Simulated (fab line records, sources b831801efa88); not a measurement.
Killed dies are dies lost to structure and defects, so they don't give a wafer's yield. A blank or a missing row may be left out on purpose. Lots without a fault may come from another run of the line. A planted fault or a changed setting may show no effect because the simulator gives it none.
Chamber matching | flow sky130 | SKY_LI_CONTACT_ETCH_15 on rie_diel-02: 4 sister chambers
The step etches PSG in C4F8/O2/Ar, stops on Si, target depth 600 nm. 4 wafers are shown with their chamber, then 7 later ones without.

WAFERS WITH THEIR CHAMBER
wafer  | chamber | rf_fwd_power_W (W)
L279.5 | 0       | 1494
L279.6 | 3       | 1498
L282.2 | 2       | 1491
L282.3 | 1       | 1502

WAFERS WITHOUT THEIR CHAMBER
wafer  | rf_fwd_power_W (W)
L282.5 | 1505
L291.1 | 1488
L291.5 | 1501
L291.6 | 1493
L296.1 | 1487
L296.3 | 1488
L296.5 | 1491

WHICH CHAMBER EACH WENT THROUGH
wafer  | from the rows above          | in truth
L282.5 | can't be placed: 1 or 3      | 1
L291.1 | can't be placed: 2 or 0      | 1
L291.5 | can't be placed: 1 or 3      | 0
L291.6 | can't be placed: 0 or 2 or 3 | 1
L296.1 | can't be placed: 2 or 0      | 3
L296.3 | can't be placed: 2 or 0      | 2
L296.5 | can't be placed: 2 or 0      | 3
Placed correctly: 0 of 7. Can't be placed from these rows: 7 (the true chamber is among the candidates in 2). Placed wrongly: 0.
How it was worked out, from the rows above alone: a wafer's distance from a chamber is the root of the sum, over the readings, of the square of ((its reading less the chamber's mean) divided by the reading's scatter). The wafer belongs to the nearest chamber; if the next one is less than 2 further off, it can't be placed. A chamber's mean is the mean of its shown wafers. The scatter: with one shown wafer a chamber, the root of the mean of the squares of how far each hidden wafer lies from its nearest shown one.
